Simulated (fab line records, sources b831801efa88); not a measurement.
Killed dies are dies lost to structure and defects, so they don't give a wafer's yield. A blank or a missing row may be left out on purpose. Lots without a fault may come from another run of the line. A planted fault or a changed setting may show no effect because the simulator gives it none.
One fault seen from 2 desks | flow gf180mcu | each desk has only its own numbers; what lay behind them comes last

THE METROLOGY DESK
What the gauges read, lot by lot, whatever tool the lot ran on: means of the sampled wafers that have a number. A lot is out of limits, marked OUT, if its mean lies more than 4 standard deviations from the usual mean; the brackets give that distance.
Columns: A = V3_OVL at GF_V3_OVL_MEAS_15, usual -3 nm; B = M4_ALCU_RS at GF_M4_RS_MEAS_05, usual 0.0697 ohm/sq; C = M4_ALCU_THK at GF_M4_THK_MEAS_06, usual 455 nm
lot  | first seen here | A   | B                 | C
L557 | day 22 04:07    | -11 | 0.0703            | 457
L559 | day 23 00:10    | -2  | 0.0696            | 454
L560 | day 23 14:08    | -5  | 0.0698            | 452
L561 | day 24 00:31    | -2  | 0.0700            | 451
L563 | day 24 22:35    | -1  | 0.0725 (+4.0) OUT | 440
L564 | day 25 03:44    | -5  | 0.0722            | 441
L570 | day 26 22:26    | -1  | 0.0694            | 458
L574 | day 28 00:26    | -11 | 0.0716            | 440
L577 | day 28 21:53    | 0   | 0.0694            | 455
L578 | day 29 15:41    | 6   | 0.0688            | 459
L580 | day 29 18:31    | -2  | 0.0704            | 450
This desk's finding: out of limits on L563; first on L563, day 25 00:29 (M4_ALCU_RS at GF_M4_RS_MEAS_05). In limits: L557, L559, L560, L561, L564, L570, L574, L577, L578, L580.

THE TOOL OWNER'S DESK: pvd_sputter-01
The tool's own readings at GF_M4_SPUTTER_02 (material AlCu, target thk 450 nm, time 23.9 s): means of the sampled wafers that have a number, for each lot that ran on this tool. A lot is out of limits, marked OUT, if its mean lies more than 4 standard deviations from the usual mean; the brackets give that distance.
Columns: A = chamber_pressure_pa at GF_M4_SPUTTER_02, usual 0.4000 Pa; B = throttle_valve_pct at GF_M4_SPUTTER_02, usual 30.4 %
lot  | first seen here | A                | B
L559 | day 23 01:40    | 0.3995           | 30.6
L560 | day 23 15:39    | 0.4002           | 29.8
L561 | day 24 02:02    | 0.3989           | 29.2
L563 | day 25 00:23    | 0.4454 (+62) OUT | 29.5
L564 | day 25 05:22    | 0.4452 (+62) OUT | 28.8
L578 | day 29 17:13    | 0.3989           | 29.3
L580 | day 29 20:02    | 0.4006           | 31.2
This desk's finding: out of limits on L563, L564; first on L563, day 25 00:23 (chamber_pressure_pa at GF_M4_SPUTTER_02). In limits: L559, L560, L561, L578, L580.

PUT TOGETHER
The tool owner's desk could have raised an alarm at day 25 00:23, on L563, L564.
The metrology desk could have raised an alarm at day 25 00:29, on L563.
The metrology desk has L564 on record, within its limits.
Of the lots named, all ran GF_M4_SPUTTER_02 on pvd_sputter-01.

WHAT THE SIMULATOR HAD PUT IN
Process parameter drift: pvd_sputter-01, from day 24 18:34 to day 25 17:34, at GF_M4_SPUTTER_02. Setting chamber_pressure_pa, moved by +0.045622, from 0.4. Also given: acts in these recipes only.
Lots struck among those shown: L563, L564.
Hours from the fault's start to each desk's first reading out of limits: the tool owner's desk, 6; the metrology desk, 6.
